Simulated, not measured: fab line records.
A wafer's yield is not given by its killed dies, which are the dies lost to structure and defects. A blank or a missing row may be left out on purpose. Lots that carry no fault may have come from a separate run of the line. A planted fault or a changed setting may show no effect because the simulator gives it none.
Comparing a struck lot with a sound one	flow sky130	21 steps out of a route of 708
Sound: these wafers, L860.2, L860.3, L860.4. Wafers L851.2, L851.3, L851.4 were the ones struck. At the end, the cause is stated.
For every step that has rows: the tool of each side, followed by ch and its chambers, followed by its first start. Under that, the readings that differ: sound wafers	struck wafers	difference of the means	sigmas: that difference in standard deviations of wafers without a fault.
alike: words and numbers the same on both sides, and readings whose means are apart by under 2 such deviations; not compared: readings that were withheld, readings missing a value for some wafer, numbers with overlapping values and no deviation given by the record, and bounds like >300 which may hide the same value.
A row with sigmas, a row that says differs or no value, or rows on one side alone: a step with any of these is where the two part. Numbers that don't overlap but have no deviation are shown without sigmas and don't part them. Lack of a reading on every wafer of one side parts them only where that side has two or more wafers.

first, 1 step without rows for these wafers: SKY_RES_XHIGH_IMPLANT_07.
SKY_RES_XHIGH_STRIP_08: strips in O2/N2.
  sound on plasmaAsher-02 ch 0,1, day 33 15:06; struck on plasmaAsher-03 ch 0,1, day 30 10:12
reading	sound	struck	difference	sigmas
drypumpMotorCurrentA (A)	5.6 5.6 5.7	6.6 5.8 6.7	+0.7	+2
  alike: oesProductAu, stripTimeToEndpointS
  not compared: rfHoursCounterH
SKY_RES_XHIGH_TW_MEAS_09:
  struck on filmMetro-03, day 30 10:19; sound on filmMetro-03, day 33 15:13
  alike: RES_XHIGH_TW
then, 7 steps without rows for these wafers: SKY_SD_N_DEHYDRATE_00 (time 60 s); SKY_SD_N_HMDS_01 (prime time 60 s); SKY_SD_N_COAT_02 (resist thk 1124 nm); SKY_SD_N_SOFTBAKE_03 (time 60 s); SKY_SD_N_EXPOSE_04 (exposes mask NSDM, target cd 380 nm); SKY_SD_N_PEB_05; SKY_SD_N_DEVELOP_06 (develop time 60 s).
SKY_SD_N_CD_MEAS_07: target cd 380 nm.
  struck on cdSem-02, day 31 13:31; sound on cdSem-02, day 34 17:25
  alike: cdNm
SKY_SD_N_OVL_MEAS_08:
  struck on overlay-01, day 31 13:37; sound on overlay-01, day 34 17:31
  alike: SD_N_OVL
SKY_SD_N_IMPLANT_09:
  sound on implanter-03 ch 0, day 34 17:34; struck on implanter-04 ch 0, day 31 13:40
reading	sound	struck	difference	sigmas
beamEnergyKeV	50.029 50.031 50.017	61.367 61.347 61.368	+11.335	+99 or more
model.implant.rpNm (nm)	32.74 32.74 32.74	36.78 36.78 36.78	+4.04	
model.implant.drpNm (nm)	14.11 14.11 14.11	16.49 16.49 16.49	+2.38	
after that, 1 step had no rows for these wafers: SKY_SD_N_IMPLANT_10.
SKY_SD_N_STRIP_11: strips in O2/N2.
  sound on plasmaAsher-03 ch 0,1, day 34 17:50; struck on plasmaAsher-02 ch 0,1, day 31 13:56
reading	sound	struck	difference	sigmas
oesProductAu (a.u.)	0.532 0.527 0.530	0.507 0.501 0.507	-0.025	-6
stripTimeToEndpointS (s)	22.42 22.34 22.36	24.08 24.12 24.07	+1.72	+46
  alike: drypumpMotorCurrentA
  not compared: rfHoursCounterH
SKY_SD_N_TW_MEAS_12:
  struck on filmMetro-03, day 31 14:03; sound on filmMetro-02, day 34 17:57
  alike: SD_N_TW
then, 1 step without rows for these wafers: SKY_SD_N_CLEAN_13 (cleans in SC1/SC2, time 150 s).
SKY_SD_N_RTA_14: time 2 s.
  sound on rtpAnneal-02 ch 0, day 34 18:04; struck on rtpAnneal-01 ch 0, day 31 14:10
  alike: lampPowerPct, wafer_temp_C_max
SKY_SD_N_RS_MEAS_16: measures by four-point-probe.
  struck on filmMetro-04, day 31 14:21; sound on filmMetro-03, day 34 18:15
reading	sound	struck	difference	sigmas
SD_N_RS (ohm/sq)	68.84 68.74 68.78	61.46 61.29 61.36	-7.42	-57
SKY_SD_N_RS_MEAS_17: measures by four-point-probe.
  struck on filmMetro-04, day 31 14:28; sound on filmMetro-03, day 34 18:22
  alike: SD_P_RS
-- record jumps: 17 days separate the struck wafers' starts on either side; left off in module SD_N, taken up again in module PAD_OPEN, whose first shown step is the route's number 708 --
SKY_PAD_OPEN_PROBE_99:
  struck on prober-02, day 48 12:13; sound on prober-01, day 50 11:13
reading	sound	struck	difference	sigmas
model.etest.resNdiff.lineOhmUm	756.8 764.9 756.3	713 710 713.8	-47	
model.etest.resNdiff.rsOhmSq	118.2 118.7 118.5	111.1 111.5 111.8	-7.0	
model.etest.resNdiffHv.rsOhmSq	112.4 112.8 113.8	105.8 105.3 105.9	-7.3	
  alike: killed_at_M0_to_M3, killed_at_M4_up, killedAtContacts, killedAtFrontEnd, killedAtOther, killedDies, killedOpen, killedShort

## WHERE THEY PART
At SKY_RES_XHIGH_STRIP_08 first; at SKY_SD_N_RS_MEAS_16 last (within this record only). Later steps at which nothing parts them and some readings are alike: SKY_SD_N_RS_MEAS_17, SKY_PAD_OPEN_PROBE_99.

WHY: what had been put in by the simulator
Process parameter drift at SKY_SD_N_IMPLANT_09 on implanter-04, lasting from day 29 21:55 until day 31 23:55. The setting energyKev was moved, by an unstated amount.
